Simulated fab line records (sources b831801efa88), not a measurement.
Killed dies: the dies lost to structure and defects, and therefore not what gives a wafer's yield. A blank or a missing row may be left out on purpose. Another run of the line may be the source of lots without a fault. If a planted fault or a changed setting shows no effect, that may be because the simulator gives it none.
Problem report, 8D (eight disciplines) form, completed by code :: flow sky130 :: the parts of the form that need people (team, actions taken, sign-off) are left out

== 1. WHAT IS WRONG ==
Wafers without a fault read 22.98 C, standard deviation 0.1; developer_temp_C at SKY_VT_ADJUST_LVTN_DEVELOP_06 reads a mean of 22.05 C on 6 wafers belonging to 2 lots. Relative to the usual mean, that is a shift of -9.3 standard deviations.
The step: develop time 60 s.
First seen on wafer L593.1, day 11 13:00, on litho_track-03. The record holds 42 wafers of 14 lots with a number at this step. Rule for "out", or "out of limits": more than 4 standard deviations from the usual mean. The rest of the wafers with a number are treated as sound.

== 2. WHAT IT IS, WHAT IT ISN'T ==
question: which readings at this step
is: developer_temp_C
is not: chill_plate_temp_C

question: which lots
is: L593, L594
is not: L578, L579, L580, L581, L582, L583, L584, L585, L598, L599, L600, L601

question: which wafers of those lots
is: all that have a number
is not: -

question: read on which tools
is: litho_track-03
is not: litho_track-01, litho_track-02

question: when
is: from day 11 13:00
is not: up to then (24 sound wafers); but 12 sound wafers of L598, L599, L600, L601 came after

== 3. SUSPECTS, AND WHAT RULES EACH OUT ==
Counting: any tool at a process step up to the reading is kept as a suspect provided that every lot that is out went through it and no sound lot did after the first of them.
- litho_track-03 at SKY_VT_ADJUST_LVTN_DEVELOP_06 (develop time 60 s): kept. All lots that are out passed through it, beginning with L593 at day 11 13:00, and no sound lot followed; its final sound lot before that point was L582 at day 8 00:00. Its own readings are out on those wafers: developer_temp_C.
After counting, what remains is litho_track-03 at SKY_VT_ADJUST_LVTN_DEVELOP_06.

== 4. THE CAUSE (what the simulator had put in) ==
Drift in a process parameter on litho_track-03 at SKY_VT_ADJUST_LVTN_DEVELOP_06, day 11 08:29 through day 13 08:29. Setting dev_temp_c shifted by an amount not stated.
Counting left only this tool.

== 5. THE EFFECT CHAIN, in route order ==
Rows list readings where the struck wafers' mean (over those with a number) sits beyond 3 standard deviations from the usual. Only readings whose record carries a usual standard deviation are examined. hours: median over the lots of the time between each lot's start at the first step of this table that gives one and its start at this step. sigmas: the change, counted in usual standard deviations.
hours: 0
step: SKY_VT_ADJUST_LVTN_DEVELOP_06
reading: developer_temp_C
usual: 22.98 C
on struck wafers: 22.05
change: -0.93
sigmas: -9.3
The process steps in it:
- SKY_VT_ADJUST_LVTN_DEVELOP_06: develop time 60 s.
Later steps that measure or inspect, where all struck wafers having a row at the step show a number for every such reading and not one has moved that far: SKY_GATE_OXIDE_OVL_MEAS_10, SKY_POLY_GATE_THK_MEAS_01.

== 6. WHAT WOULD HAVE CAUGHT IT SOONER ==
In this record the first reading out of limits was taken at day 11 13:00, 5 hours after the fault began at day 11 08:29.
